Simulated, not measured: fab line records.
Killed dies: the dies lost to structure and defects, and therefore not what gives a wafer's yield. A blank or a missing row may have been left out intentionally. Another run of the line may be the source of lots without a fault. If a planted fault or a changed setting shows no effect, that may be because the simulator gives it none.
Which of the tools did it? -- flow gf180mcu -- 39 wafers from 13 lots sampled at 5 of the route's 602 steps

== WHAT THE GAUGES READ, wafer by wafer ==
GF_VT_IMPLANT_OVL_MEAS_07. Usual: VT_IMPLANT_OVL -0.4 nm, standard deviation 1.4.
lot,measured,on,VT_IMPLANT_OVL (nm),flag
L577,day 5 15:47,overlay-01,-1.2 -2.4 -1.1,
L578,day 5 21:29,overlay-01,-1.1 -1.9 -3.1,
L579,day 5 23:17,overlay-02,0.3 -1.1 0.0,
L582,day 6 19:37,overlay-01,-1.2 -0.1 0.9,
L584,day 7 09:40,overlay-02,0.5 0.4 -1.2,
L585,day 7 15:12,overlay-02,0.6 1.2 0.1,
L587,day 8 05:51,overlay-01,-1.9 -2.3 -0.6,
L588,day 8 11:13,overlay-02,0.6 1.3 1.5,
L591,day 9 04:26,overlay-01,0.5 0.1 0.2,
L592,day 9 10:02,overlay-02,0.9 1.5 1.2,
L596,day 10 11:38,overlay-01,-0.6 0.1 0.6,
L597,day 10 19:25,overlay-02,-1.0 -0.6 -0.2,
L598,day 10 23:52,overlay-01,-2.2 -3.8 -0.4,

GF_POLY_GATE_THK_MEAS_01. Usual: POLY_GATE_CVD_00_THK 199.3 nm, standard deviation 2.2.
lot,measured,on,POLY_GATE_CVD_00_THK (nm),flag
L577,day 8 12:33,film metro-04,196.5 196.9 195.2,
L578,day 8 18:36,film metro-01,195.4 197.0 196.3,
L579,day 8 21:32,film metro-04,198.3 201.3 198.8,
L582,day 9 19:09,film metro-04,204.0 206.2 204.1,
L584,day 10 09:56,film metro-01,198.3 198.8 200.0,
L585,day 10 18:25,film metro-04,199.9 199.7 201.2,
L587,day 11 11:44,film metro-03,196.8 199.0 196.5,
L588,day 11 17:53,film metro-01,198.9 198.5 199.1,
L591,day 12 15:01,film metro-01,212.7 211.4 212.6,OFF
L592,day 12 22:45,film metro-04,198.0 199.0 198.0,
L596,day 14 01:13,film metro-03,198.2 199.6 197.8,
L597,day 14 07:26,film metro-01,201.8 200.0 198.4,
L598,day 14 11:41,film metro-03,197.1 199.2 199.8,

GF_POLY_GATE_THK_MEAS_17. Usual: POLY_GATE_OXIDATION_THK 4.00 nm, standard deviation 0.07.
lot,measured,on,POLY_GATE_OXIDATION_THK (nm),flag
L577,day 9 06:57,film metro-01,3.94 4.07 4.02,
L578,day 9 14:18,film metro-04,4.06 4.06 3.98,
L579,day 9 16:46,film metro-03,4.05 4.06 4.03,
L582,day 10 15:32,film metro-01,4.12 4.06 4.05,
L584,day 11 07:21,film metro-04,3.84 3.88 3.87,
L585,day 11 16:45,film metro-04,3.99 3.99 4.00,
L587,day 12 10:42,film metro-03,3.92 3.97 3.94,
L588,day 12 19:52,film metro-04,4.05 3.91 3.92,
L591,day 13 12:02,film metro-01,3.95 4.01 3.99,
L592,day 13 20:18,film metro-04,4.04 3.99 3.94,
L596,day 14 23:03,film metro-04,4.04 3.97 3.98,
L597,day 15 06:49,film metro-03,3.97 4.02 4.09,
L598,day 15 10:53,film metro-04,3.98 3.98 3.84,

GF_HV_LDD_OVL_MEAS_08. Usual: HV_LDD_OVL 1.3 nm, standard deviation 1.5.
lot,measured,on,HV_LDD_OVL (nm),flag
L577,day 10 00:41,overlay-01,1.9 0.9 1.2,
L578,day 10 08:43,overlay-01,2.7 2.4 2.8,
L579,day 10 10:59,overlay-01,-1.4 -0.8 -1.9,
L582,day 11 09:53,overlay-02,3.1 3.3 2.7,
L584,day 12 02:01,overlay-01,-0.1 1.1 0.0,
L585,day 12 12:03,overlay-01,0.4 1.8 1.5,
L587,day 13 06:05,overlay-01,-1.5 -2.8 -0.3,
L588,day 13 15:34,overlay-02,0.0 2.1 0.7,
L591,day 14 08:46,overlay-01,1.2 0.0 1.8,
L592,day 14 17:14,overlay-02,-0.2 0.5 -0.3,
L596,day 15 20:17,overlay-02,2.4 1.6 4.3,
L597,day 16 04:16,overlay-01,-0.6 -0.5 -0.3,
L598,day 16 08:43,overlay-01,0.1 2.3 1.8,

== EACH LOT AND THE TOOL THAT RAN IT (in order: tool; ch and the chambers of the sampled wafers; start) ==
lot,GF_POLY_GATE_CVD_00
L577,"lpcvd-01 ch 0, day 8 11:11"
L578,"lpcvd-02 ch 1, day 8 17:15"
L579,"lpcvd-01 ch 0, day 8 20:12"
L582,"lpcvd-01 ch 1, day 9 17:49"
L584,"lpcvd-02 ch 0, day 10 08:36"
L585,"lpcvd-02 ch 0, day 10 17:04"
L587,"lpcvd-02 ch 0, day 11 10:24"
L588,"lpcvd-01 ch 0, day 11 16:32"
L591,"lpcvd-01 ch 0, day 12 13:41"
L592,"lpcvd-02 ch 1, day 12 21:25"
L596,"lpcvd-02 ch 1, day 13 23:53"
L597,"lpcvd-02 ch 0, day 14 06:06"
L598,"lpcvd-02 ch 1, day 14 10:21"
- GF_POLY_GATE_CVD_00: deposits poly-Si, target thk 200 nm, time 1200 s.

== WHAT THE TOOLS THEMSELVES READ (means of the sampled wafers that have a number; where no wafer has one, the mark that the record gives instead) ==
The record holds no such reading with a usual standard deviation.

== THE ANSWER, worked out from the rows above alone ==
Rule: a lot is off if the mean of its wafers that have a number lies more than 3 standard deviations from the usual mean. A lot without any number at a reading at which 4 lots or more have one is off too. The other lots that the step has rows for count as sound. The gauges are gone through in route order, then the tools' own readings, and for those a lot's mean is taken as printed above. The first step at which some lot is off is used, and at that step the reading that is off furthest; a lot without a number counts as furthest.
Off: L591, seen at GF_POLY_GATE_THK_MEAS_01 (POLY_GATE_CVD_00_THK).
If a tool, at a process step before that reading, ran all the lots that are off and no sound lot after the first of them, it fits. Gauges at GF_POLY_GATE_THK_MEAS_01: tried the same way as those tools. One fits: lpcvd-01 at GF_POLY_GATE_CVD_00. Its last sound lot is L588 (day 11 16:32), its first lot that is off L591 (day 12 13:41): a fault that began between those two fits.

== WHAT THE SIMULATOR HAD INSERTED ==
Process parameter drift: lpcvd-01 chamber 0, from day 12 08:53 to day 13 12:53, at GF_POLY_GATE_CVD_00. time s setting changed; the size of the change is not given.
Struck lots among those shown: L591. The rule given above showed the same thing.
